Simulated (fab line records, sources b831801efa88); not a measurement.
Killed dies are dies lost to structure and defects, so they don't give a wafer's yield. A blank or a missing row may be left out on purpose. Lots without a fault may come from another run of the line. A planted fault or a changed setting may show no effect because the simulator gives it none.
Which tool did it? | flow gf180mcu | 13 lots, 39 wafers sampled, at 4 steps of a route of 602

WHAT THE GAUGES READ, wafer by wafer
GF_VT_IMPLANT_RS_MEAS_49: measures by four-point-probe.
lot  | measured     | on            | MVPSD_RS (ohm/sq)
L759 | day 7 20:40  | film_metro-01 | 1166.1 1167.6 1167.6
L760 | day 8 08:34  | film_metro-01 | 1164.4 1168.7 1166.4
L761 | day 8 08:49  | film_metro-02 | 1168.6 1164.6 1166.8
L762 | day 8 18:19  | film_metro-01 | 1171.5 1169.6 1170.8
L763 | day 8 22:48  | film_metro-01 | 1175.5 1167.9 1172.0
L764 | day 9 05:41  | film_metro-04 | 1172.8 1170.3 1172.5
L766 | day 9 21:28  | film_metro-01 | 1172.8 1169.8 1170.5
L767 | day 10 03:04 | film_metro-01 | 1178.7 1175.0 1178.1 1178.3 1177.8 1178.1
L776 | day 12 14:02 | film_metro-02 | 1168.5 1165.7 1167.2
L777 | day 12 21:16 | film_metro-01 | 1166.5 1167.2 1164.9
L778 | day 13 01:32 | film_metro-01 | 1168.9 1170.9 1171.1
L780 | day 13 21:12 | film_metro-02 | 1167.1 1166.4 1166.5
L781 | day 14 00:04 | film_metro-04 | 1168.6 1168.8 1163.9

GF_HV_LDD_CD_MEAS_07: target cd 400 nm.
lot  | measured     | on        | cd_nm (nm)
L759 | day 10 09:09 | cd_sem-01 | 398.1 399.3 399.2
L760 | day 10 19:06 | cd_sem-02 | 400.0 397.4 397.5
L761 | day 10 21:25 | cd_sem-01 | 400.1 401.5 400.1
L762 | day 11 07:09 | cd_sem-01 | 401.7 401.6 403.0
L763 | day 11 12:35 | cd_sem-01 | 399.3 397.4 397.8
L764 | day 11 21:22 | cd_sem-01 | 405.9 404.7 402.5
L766 | day 12 13:54 | cd_sem-02 | 401.6 398.9 399.3
L767 | day 12 19:12 | cd_sem-02 | 399.9 398.9 399.1
L776 | day 15 11:52 | cd_sem-01 | 398.5 399.2 403.9
L777 | day 15 19:52 | cd_sem-01 | 403.0 403.8 405.4
L778 | day 15 23:56 | cd_sem-02 | 401.2 401.4 402.6
L780 | day 16 19:38 | cd_sem-02 | 399.0 400.1 399.5
L781 | day 17 03:13 | cd_sem-01 | 399.9 399.5 401.0

GF_PSD_RS_MEAS_15: measures by four-point-probe.
lot  | measured     | on            | PSD_RS (ohm/sq)
L759 | day 14 16:04 | film_metro-01 | 108.22 108.42 108.04
L760 | day 15 02:47 | film_metro-03 | 108.69 108.57 108.59
L761 | day 15 06:58 | film_metro-04 | 108.27 108.58 108.89
L762 | day 15 16:38 | film_metro-03 | 108.32 108.21 108.27
L763 | day 15 23:46 | film_metro-01 | 108.80 108.85 108.81
L764 | day 16 09:27 | film_metro-04 | 108.73 108.77 108.84
L766 | day 17 05:07 | film_metro-01 | 108.53 109.03 108.63
L767 | day 17 11:22 | film_metro-04 | 108.22 108.24 107.86
L776 | day 20 16:04 | film_metro-03 | 108.45 108.86 108.65
L777 | day 20 22:16 | film_metro-04 | 108.23 108.60 108.50
L778 | day 21 04:02 | film_metro-04 | 108.31 108.24 108.43
L780 | day 22 01:31 | film_metro-03 | 108.04 108.09 108.52
L781 | day 22 08:38 | film_metro-04 | 108.55 108.34 108.65

WHICH TOOL RAN EACH LOT (tool, then ch and the chambers of the sampled wafers, then the start)
lot  | GF_MVPSD_IMPLANT_09
L759 | implanter-03 ch 0, day 5 06:41
L760 | implanter-03 ch 0, day 5 18:05
L761 | implanter-02 ch 0, day 5 19:03
L762 | implanter-01 ch 0, day 6 03:09
L763 | implanter-01 ch 0, day 6 05:42
L764 | implanter-01 ch 0, day 6 12:19
L766 | implanter-03 ch 0, day 7 01:41
L767 | implanter-01 ch 0, day 7 06:56
L776 | implanter-03 ch 0, day 9 11:13
L777 | implanter-03 ch 0, day 9 18:27
L778 | implanter-03 ch 0, day 9 22:25
L780 | implanter-03 ch 0, day 10 14:47
L781 | implanter-01 ch 0, day 10 17:57
- GF_MVPSD_IMPLANT_09

WHAT THE TOOLS THEMSELVES READ (means of the sampled wafers that have a number; where no wafer has one, the mark that the record gives instead)
The record holds no such reading with a usual standard deviation.

THE ANSWER, worked out from the rows above alone
Rule: what is usual is taken from the lots themselves. Put in order of their means at a reading, lots are off if they are a third of the lots or fewer, leave a main group of 4 or more, and stand apart from it by a gap of 3 or more times the standard deviation of the main group's means; of several such gaps the widest counts. A main group whose means are all the same, to the digits that the tables above print for the reading, isn't used. A lot without any number at a reading at which 4 lots or more have one is off too. The other lots that the step has rows for count as sound. The gauges are gone through in route order, then the tools' own readings, and for those a lot's mean is taken as printed above. The first step at which some lot is off is used, and at that step the reading that is off furthest; a lot without a number counts as furthest.
No lot is off at any reading shown: from this, nothing can be told.

WHAT THE SIMULATOR HAD PUT IN
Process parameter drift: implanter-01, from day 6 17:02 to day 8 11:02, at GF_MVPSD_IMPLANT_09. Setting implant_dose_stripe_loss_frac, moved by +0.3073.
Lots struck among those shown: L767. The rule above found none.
